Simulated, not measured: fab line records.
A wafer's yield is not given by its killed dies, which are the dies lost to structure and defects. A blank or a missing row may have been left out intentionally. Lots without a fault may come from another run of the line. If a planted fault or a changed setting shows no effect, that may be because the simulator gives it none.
A struck lot beside a sound one || flow sky130 || 17 steps out of a route of 708
Sound: these wafers, L212.3, L212.4, L212.5. Wafers struck: L225.2, L225.4, L225.5. The cause is named last.
Per side, at each step with rows, come the tool, then ch with its chambers, and then its first start. Under that, the readings that differ: sound wafers || struck wafers || difference of the means || sigmas: that difference in standard deviations of wafers without a fault.
alike: readings with means less than 2 such deviations apart, plus words and numbers identical on both sides. not compared: withheld readings, readings lacking a value on some wafer, bounds such as >300 that could conceal the same value, and numbers that have no deviation in the record and whose values overlap.
The two part at a step that has a row with sigmas, a row that says differs or no value, or rows on one side only. Numbers that have no deviation but don't overlap get no sigmas and don't part them. A reading that every wafer of one side lacks parts them only if that side has two wafers or more.

first, 5 steps without rows for these wafers: SKY_SD_N_COAT_02 (resist thk 1140 nm); SKY_SD_N_SOFTBAKE_03 (time 60 s); SKY_SD_N_EXPOSE_04 (exposes mask NSDM, target cd 380 nm); SKY_SD_N_PEB_05; SKY_SD_N_DEVELOP_06 (develop time 60 s).
SKY_SD_N_CD_MEAS_07: the cd target is 380 nm.
  struck on cd-sem-02, day 33 15:52; sound on cd-sem-01, day 29 15:00
  alike: cd-nm
SKY_SD_N_OVL_MEAS_08:
  struck on overlay-01, day 33 15:59; sound on overlay-01, day 29 15:06
  alike: SD_N_OVL
then, 2 steps without rows for these wafers: SKY_SD_N_IMPLANT_09; SKY_SD_N_IMPLANT_10.
SKY_SD_N_STRIP_11: strips in O2/N2.
  sound on plasma-asher-03 ch 0,1, day 29 15:27; struck on plasma-asher-04 ch 0,1, day 33 16:19
  alike: drypump-motor-current-A, oes-product-au, strip-time-to-endpoint-s
  not compared: rf-hours-counter-h
SKY_SD_N_TW_MEAS_12:
  struck on film-metro-03, day 33 16:26; sound on film-metro-02, day 29 15:32
  alike: SD_N_TW
then, 1 step without rows for these wafers: SKY_SD_N_CLEAN_13 (cleans in SC1/SC2, time 150 s).
SKY_SD_N_RTA_14: time 2 s.
  sound on rtp-anneal-02 ch 0, day 29 15:39; struck on rtp-anneal-02 ch 0, day 33 16:32
{"reading": "lamp-power-pct (%)", "sound": "15.75 15.77 15.56", "struck": "14.97 15.04 14.90", "difference": -0.72, "sigmas": -14}
  alike: wafer_temp_C_max
SKY_SD_N_RS_MEAS_16: the measuring method here is four-point-probe.
  struck on film-metro-02, day 33 16:43; sound on film-metro-02, day 29 15:50
{"reading": "SD_N_RS (ohm/sq)", "sound": "68.75 68.65 68.59", "struck": "72.10 72.14 72.21", "difference": "+3.49", "sigmas": "+29"}
SKY_SD_N_RS_MEAS_17: the measuring method here is four-point-probe.
  struck on film-metro-02, day 33 16:50; sound on film-metro-02, day 29 15:58
{"reading": "SD_P_RS (ohm/sq)", "sound": "146.9 147.0 146.6", "struck": "167.3 166.8 166.9", "difference": "+20.2", "sigmas": "+52"}
SKY_SD_N_RS_MEAS_18: the measuring method here is four-point-probe.
  struck on film-metro-02, day 33 16:58; sound on film-metro-02, day 29 16:05
{"reading": "RES_XHIGH_RS (ohm/sq)", "sound": "332.0 332.3 331.1", "struck": "336.1 335.2 335.3", "difference": "+3.7", "sigmas": "+3"}
-- the record jumps here: 16 days lie between the struck wafers' starts before and after (it left off in module SD_N and takes up again in module PAD_OPEN, whose first step shown is number 708 of the route) --
SKY_PAD_OPEN_PROBE_99:
  struck on prober-02, day 50 02:37; sound on prober-02, day 47 02:22
{"reading": "killed-at-front-end", "sound": "7 16 9", "struck": "26 17 18", "difference": "+10", "sigmas": "+2"}
{"reading": "model.etest.res-xhigh-po.line-ohm-um", "sound": "5598 5420 5409", "struck": "7658 7080 7314", "difference": "+1875", "sigmas": ""}
{"reading": "model.etest.res-xhigh-po.rs-ohm-sq", "sound": "1921 1920 1886", "struck": "2626 2530 2563", "difference": "+664", "sigmas": ""}
{"reading": "model.etest.pfet_01v8.r-on-ohm-um", "sound": "2928 2971 2864", "struck": "3173 3242 3284", "difference": "+312", "sigmas": ""}
{"reading": "model.etest.tip-p.rs-ohm-sq", "sound": "6933 6914 6960", "struck": "7233 7280 7212", "difference": "+306", "sigmas": ""}
{"reading": "model.etest.res-pdiff.line-ohm-um", "sound": "1375 1350 1380", "struck": "1615 1624 1637", "difference": "+257", "sigmas": ""}
{"reading": "model.etest.res-high-po.line-ohm-um", "sound": "752.1 739.5 742.1", "struck": "953.1 917 906.9", "difference": "+181.1", "sigmas": ""}
{"reading": "model.etest.licon-high-po.rc-ohm", "sound": "337.3 348.3 337.9", "struck": "479.7 474.8 481.5", "difference": "+137.5", "sigmas": ""}
{"reading": "model.etest.pfet-g5v0d10v5.r-on-ohm-um", "sound": "4692 4709 4713", "struck": "4878 4998 5012", "difference": "+258", "sigmas": ""}
  alike: killed_at_M0_to_M3, killed_at_M4_up, killed-at-contacts, killed-at-other, killed-dies, killed-open, killed-short

## WHERE THEY PART
At SKY_SD_N_RTA_14 first; at SKY_PAD_OPEN_PROBE_99 last (within this record only).

WHY: whatever the simulator had introduced
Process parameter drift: rtp-anneal-02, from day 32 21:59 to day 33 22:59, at SKY_SD_N_RTA_14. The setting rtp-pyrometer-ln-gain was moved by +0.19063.
